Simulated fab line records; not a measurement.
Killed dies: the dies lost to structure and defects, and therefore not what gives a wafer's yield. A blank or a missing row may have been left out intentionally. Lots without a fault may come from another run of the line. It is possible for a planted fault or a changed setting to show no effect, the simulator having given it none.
8D (eight disciplines) problem report, filled in by code || flow sky130 || the parts of the form that need people (team, actions taken, sign-off) are left out

1. THE PROBLEM
runLengthS at SKY_VIA3_ETCH_14 reads a mean of 61.0 s on 2 wafers of 1 lot; wafers without a fault read 74.2 s with a standard deviation of 0.44. Measured from the usual mean, that is -30 standard deviations.
The step: etches BARC in N2/H2, stops on SiO2, time 45.9 s, target depth 60 nm.
First seen on wafer L363.4, day 42 09:04, on rieDiel-04. At this step, 30 wafers from 10 lots have a number in the record. By rule, "out" or "out of limits" means more than 4 standard deviations away from the usual mean. The other wafers with a number count as sound.

2. WHAT IT IS, AND WHAT IT ISN'T
{"question": "which readings at this step", "is": "runLengthS, oesProductAu", "is not": "drypumpMotorCurrentA"}
{"question": "which lots", "is": "L363", "is not": "L355, L356, L357, L359, L370, L374, L376, L377, L378"}
{"question": "which wafers of those lots", "is": "L363.4, L363.5", "is not": "L363.6"}
{"question": "read on which tools", "is": "rieDiel-04", "is not": "rieDiel-01, rieDiel-03"}
{"question": "when", "is": "from day 42 09:04", "is not": "up to then (13 sound wafers); but 15 sound wafers of L370, L374, L376, L377, L378 came after"}

3. WHAT RULES OUT EACH SUSPECT
Counting: a tool at a process step up to the reading stays a suspect if it ran every lot that is out. Sound lots after the first of them don't rule it out here, since some wafers of a struck lot are sound.
- plasmaAsher-04 at SKY_CAPM_STRIP_14 (strips in O2/N2): kept. It processed L363, the lot that is out, at day 40 07:10, and its most recent sound lot before then was L359 at day 38 12:23.
- rieDiel-04 at SKY_VIA3_ETCH_14 (etches BARC in N2/H2, stops on SiO2, time 45.9 s, target depth 60 nm): kept. It processed L363, the lot that is out, at day 42 09:04, and its most recent sound lot before then was L359 at day 40 14:36. Its own oesProductAu, runLengthS readings are out on those wafers.
- The sound lot-mates ran in chamber 3 of rieDiel-04 at SKY_VIA3_ETCH_14, but the wafers that are out ran in chamber 2.
Left after counting: plasmaAsher-04 at SKY_CAPM_STRIP_14, rieDiel-04 at SKY_VIA3_ETCH_14.

4. THE CAUSE (what the simulator had put in)
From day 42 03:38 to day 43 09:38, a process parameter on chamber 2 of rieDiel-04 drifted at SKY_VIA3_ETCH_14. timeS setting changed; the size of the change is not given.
Counting leaves 2 suspects; this tool is one of them.

5. THE EFFECT CHAIN, in route order
One row per reading whose mean, taken over the struck wafers that have a number, lies over 3 standard deviations from the usual. Scope: only readings with a usual standard deviation given in the record; hours: median across lots of the time from each lot's start at the first step in this table that gives one to its start at this step; sigmas: change in usual standard deviations.
{"hours": 0, "step": "SKY_VIA3_ETCH_14", "reading": "oesProductAu", "usual": "0.855 a.u.", "on struck wafers": 0.998, "change": "+0.143", "sigmas": "+30"}
{"hours": 0, "step": "SKY_VIA3_ETCH_14", "reading": "runLengthS", "usual": "74.2 s", "on struck wafers": 61.0, "change": -13.2, "sigmas": -30}
{"hours": 0, "step": "SKY_VIA3_ETCH_15", "reading": "oesProductAu", "usual": "0.945 a.u.", "on struck wafers": 0.863, "change": -0.082, "sigmas": -18}
{"hours": 0, "step": "SKY_VIA3_STRIP_16", "reading": "stripTimeToEndpointS", "usual": "4.141 s", "on struck wafers": 4.249, "change": "+0.108", "sigmas": "+4.5"}
{"hours": 140, "step": "SKY_PAD_OPEN_PROBE_99", "reading": "defectLimitedYield", "usual": "82.5 %", "on struck wafers": 72.2, "change": -10.3, "sigmas": -5.4}
{"hours": 140, "step": "SKY_PAD_OPEN_PROBE_99", "reading": "killed_at_M0_to_M3", "usual": 43, "on struck wafers": 94, "change": "+52", "sigmas": "+7.2"}
{"hours": 140, "step": "SKY_PAD_OPEN_PROBE_99", "reading": "killedDies", "usual": 86, "on struck wafers": 137, "change": "+51", "sigmas": "+5.5"}
Here are the process steps it includes:
- SKY_VIA3_ETCH_14: etches BARC in N2/H2, stops on SiO2, time 45.9 s, target depth 60 nm.
- SKY_VIA3_ETCH_15: etches SiO2 in C4F8/O2/Ar, stops on TiN, target depth 507 nm, time 78 s.
- SKY_VIA3_STRIP_16: strips in O2/N2.
- SKY_PAD_OPEN_PROBE_99

6. HOW IT WOULD HAVE BEEN CAUGHT EARLIER
The fault began at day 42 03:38; the first out-of-limits reading in this record came at day 42 09:04, 5 hours later.
